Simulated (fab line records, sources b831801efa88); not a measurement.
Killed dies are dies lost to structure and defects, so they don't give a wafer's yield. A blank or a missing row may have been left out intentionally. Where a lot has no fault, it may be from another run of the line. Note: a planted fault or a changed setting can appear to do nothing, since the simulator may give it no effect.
Which tool was responsible? | flow sky130 | Sampling: 11 lots, 33 wafers, 4 of 708 route steps

WHAT THE GAUGES SHOWED, per wafer
SKY_METAL4_CD_MEAS_13: the cd target is 300 nm.
lot  | measured     | on       | cdNm (nm)
L575 | day 42 01:49 | cdSem-01 | 298.5 301.3 300.0
L576 | day 42 02:08 | cdSem-01 | 299.5 298.5 297.0
L577 | day 42 10:27 | cdSem-02 | 304.3 302.4 302.8
L578 | day 42 10:59 | cdSem-01 | 305.3 304.7 304.2
L588 | day 45 09:49 | cdSem-01 | 298.8 299.8 300.5
L590 | day 45 23:19 | cdSem-01 | 298.3 297.2 297.9
L591 | day 46 04:45 | cdSem-01 | 300.9 299.4 300.3
L592 | day 46 12:45 | cdSem-01 | 300.9 300.3 300.8
L596 | day 47 07:35 | cdSem-01 | 299.7 299.1 300.2
L597 | day 47 15:43 | cdSem-02 | 300.4 298.2 299.9
L598 | day 47 17:57 | cdSem-02 | 299.0 300.5 300.2

TOOL THAT RAN EACH LOT (tool first, then ch and the chambers of the sampled wafers, then the start)
lot  | SKY_METAL4_SPUTTER_04       | SKY_CAP2M_SPUTTER_02        | SKY_METAL4_COAT_08
L575 | pvdSputter-02, day 40 01:04 | pvdSputter-03, day 40 01:12 | lithoTrack-01 ch 0, day 41 13:00
L576 | pvdSputter-01, day 40 01:23 | pvdSputter-04, day 40 01:31 | lithoTrack-02 ch 0, day 41 13:00
L577 | pvdSputter-02, day 40 11:23 | pvdSputter-03, day 40 11:31 | lithoTrack-02 ch 0, day 41 22:00
L578 | pvdSputter-01, day 40 11:43 | pvdSputter-04, day 40 11:51 | lithoTrack-02 ch 0, day 41 23:00
L588 | pvdSputter-04, day 43 14:03 | pvdSputter-03, day 43 14:11 | lithoTrack-04 ch 0, day 44 23:00
L590 | pvdSputter-02, day 44 03:01 | pvdSputter-03, day 44 03:08 | lithoTrack-02 ch 0, day 45 12:00
L591 | pvdSputter-01, day 44 08:26 | pvdSputter-03, day 44 08:34 | lithoTrack-02 ch 0, day 45 17:00
L592 | pvdSputter-04, day 44 17:30 | pvdSputter-03, day 44 17:38 | lithoTrack-04 ch 0, day 46 02:00
L596 | pvdSputter-02, day 45 14:29 | pvdSputter-01, day 45 14:37 | lithoTrack-01 ch 0, day 46 21:00
L597 | pvdSputter-02, day 45 22:38 | pvdSputter-04, day 45 22:46 | lithoTrack-01 ch 0, day 47 05:00
L598 | pvdSputter-04, day 46 01:09 | pvdSputter-01, day 46 01:17 | lithoTrack-04 ch 0, day 47 07:00
- SKY_METAL4_SPUTTER_04: material TiN, target thk 70 nm, time 58.3 s.
- SKY_CAP2M_SPUTTER_02: material TiN, target thk 200 nm, time 166.7 s.
- SKY_METAL4_COAT_08: resist thk 1140 nm.

AS READ BY THE TOOLS THEMSELVES (means over the sampled wafers that have a number; for cases with no such wafer, the mark the record gives instead)
SKY_METAL4_SPUTTER_04.
lot  | tool          | throttleValvePct (%)
L575 | pvdSputter-02 | 30.0
L576 | pvdSputter-01 | 30.8
L577 | pvdSputter-02 | 29.6
L578 | pvdSputter-01 | 30.5
L588 | pvdSputter-04 | 29.4
L590 | pvdSputter-02 | 29.7
L591 | pvdSputter-01 | 31.6
L592 | pvdSputter-04 | 29.8
L596 | pvdSputter-02 | 29.9
L597 | pvdSputter-02 | 29.3
L598 | pvdSputter-04 | 30.4

SKY_CAP2M_SPUTTER_02.
lot  | tool          | susceptorTempC (C) | throttleValvePct (%)
L575 | pvdSputter-03 | 300.23             | 29.5
L576 | pvdSputter-04 | 299.97             | 30.9
L577 | pvdSputter-03 | 300.01             | 29.7
L578 | pvdSputter-04 | 299.91             | 29.8
L588 | pvdSputter-03 | 299.76             | 29.7
L590 | pvdSputter-03 | 299.98             | 30.1
L591 | pvdSputter-03 | 300.12             | 30.1
L592 | pvdSputter-03 | 300.07             | 29.8
L596 | pvdSputter-01 | 300.20             | 30.4
L597 | pvdSputter-04 | 299.88             | 30.3
L598 | pvdSputter-01 | 299.89             | 30.5

THE ANSWER, worked out from the rows above alone
Rule: usual is defined by the lots themselves. Put in order of their means at a reading, lots are off if they are a third of the lots or fewer, leave a main group of 4 or more, and stand apart from it by a gap of 3 or more times the standard deviation of the main group's means; of several such gaps the widest counts. If all means in a main group match to the digits the tables above print for the reading, that group is not used. Also off: a lot with no number at a reading for which 4 or more lots have one. The other lots that the step has rows for count as sound. Order of review: gauges by route order, followed by the tools' own readings, for which a lot's mean as printed above is used. At the first step where some lot is off, the reading lying furthest off is the one used; lots without a number count as furthest.
No lot is off on any of the readings shown, so nothing can be concluded from this.

WHAT THE SIMULATOR HAD PUT IN
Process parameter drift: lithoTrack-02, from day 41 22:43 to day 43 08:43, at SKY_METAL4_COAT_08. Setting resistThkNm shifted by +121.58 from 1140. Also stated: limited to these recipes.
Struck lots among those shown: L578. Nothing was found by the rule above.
